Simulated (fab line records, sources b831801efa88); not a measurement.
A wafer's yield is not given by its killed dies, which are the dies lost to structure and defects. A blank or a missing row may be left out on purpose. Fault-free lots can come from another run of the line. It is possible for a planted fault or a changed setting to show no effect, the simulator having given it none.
2 desks looking at one fault    flow gf180mcu    only its own numbers are on each desk; what lay behind them is given at the end

== TOOL OWNER'S DESK, cmp-02 ==
The tool's own readings at GF_V4_CMP_26 (polishes, stops on SiO2, t overpolish 15 s, target thk 0 nm): means of the sampled wafers that have a number, for each lot that ran on this tool. A lot is out of limits, marked OUT, if its mean lies more than 4 standard deviations from the usual mean; the brackets give that distance.
Columns: A = headPressurePsi at GF_V4_CMP_26, usual 3.501 psi; B = motorCurrentA at GF_V4_CMP_26, usual 10.5 A; C = overpolishRunS at GF_V4_CMP_26, usual 15.001 s; D = retainingRingPressureFrac at GF_V4_CMP_26, usual 0.999; E = slurryFilterDpKPa at GF_V4_CMP_26, usual 13.50 kPa; F = timeToEndpointS at GF_V4_CMP_26, usual 84 s
lot   first seen here  A      B     C       D      E      F
L730  day 25 09:58     3.497  10.8  14.998  1.008  13.48  83
L732  day 25 17:43     3.501  10.1  14.996  0.998  13.57  84
L733  day 26 02:48     3.496  10.3  15.004  0.994  13.48  88
L737  day 27 09:53     3.495  9.8   15.003  1.005  13.44  86
L738  day 27 20:26     3.500  10.0  14.999  1.002  13.60  83
L747  day 30 05:37     3.499  10.3  14.994  0.995  13.46  84
L748  day 30 08:59     3.497  10.7  15.008  1.002  13.53  83
L749  day 30 16:36     3.508  10.6  15.002  0.999  13.45  83
L751  day 31 03:20     3.504  10.4  15.001  1.002  13.49  83
This desk's verdict: no lot among the 9 shows anything out of limits.

== THE METROLOGY DESK ==
What the gauges read for every lot (on any tool): the sampled wafers with a number, averaged. A lot is out of limits, marked OUT, if its mean lies more than 4 standard deviations from the usual mean; the brackets give that distance.
Columns: A = V4_CVD_02_THK at GF_V4_THK_MEAS_03, usual 851 nm
lot   first seen here  A
L730  day 24 10:19     851
L732  day 24 17:58     864
L733  day 25 03:53     853
L734  day 25 14:42     850
L735  day 25 16:12     854
L737  day 26 11:44     841
L738  day 26 23:16     840
L745  day 28 15:05     848
L747  day 29 08:13     852
L748  day 29 12:34     863
L749  day 29 20:23     855
L751  day 30 07:34     859
This desk's verdict: no lot among the 12 shows anything out of limits.

== ALL TOGETHER ==
The desk of the tool owner found nothing out of limits.
The metrology desk saw nothing out of limits.

== WHAT THE SIMULATOR PUT IN ==
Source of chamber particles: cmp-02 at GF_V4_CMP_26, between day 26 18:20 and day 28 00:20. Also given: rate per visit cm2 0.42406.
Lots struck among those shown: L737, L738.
